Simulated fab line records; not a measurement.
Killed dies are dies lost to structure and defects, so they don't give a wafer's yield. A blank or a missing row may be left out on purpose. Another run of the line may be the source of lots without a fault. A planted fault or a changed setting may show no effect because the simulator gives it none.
Which tool did it? ; flow gf180mcu ; at 1 step of a route of 602, 7 lots with 21 wafers sampled

## WHAT THE GAUGES SHOWED, per wafer
GF_STI_THK_MEAS_24.
lot;measured;on;STI_CVD_23_THK (nm)
L911;day 2 13:51;filmMetro-02;652 651 637
L913;day 2 23:35;filmMetro-02;646 643 633
L917;day 3 21:58;filmMetro-02;633 631 645
L919;day 4 08:53;filmMetro-04;647 649 644
L928;day 6 07:55;filmMetro-02;655 648 643
L930;day 6 15:58;filmMetro-04;653 654 649
L932;day 7 01:44;filmMetro-01;649 663 654

## WHICH TOOL RAN EACH LOT (tool, then ch and the chambers of the sampled wafers, then the start)
There is no process step in the record ahead of these readings.

## THE ANSWER, worked out from the rows above alone
Rule: what is usual is taken from the lots themselves. The widest of any qualifying gaps counts: lots, ordered by their means at a reading, are off when they make up no more than a third of the lots, leave a main group of 4 or more, and stand apart from it by 3 or more times the standard deviation of that group's means. A main group is skipped when, at the precision printed for the reading in the tables above, its means are all equal. A lot without any number at a reading at which 4 lots or more have one is off too. Where the step has rows for the other lots, those lots are counted as sound.
None of the lots is off at any reading shown; this tells nothing.

## WHAT THE SIMULATOR HAD INSERTED
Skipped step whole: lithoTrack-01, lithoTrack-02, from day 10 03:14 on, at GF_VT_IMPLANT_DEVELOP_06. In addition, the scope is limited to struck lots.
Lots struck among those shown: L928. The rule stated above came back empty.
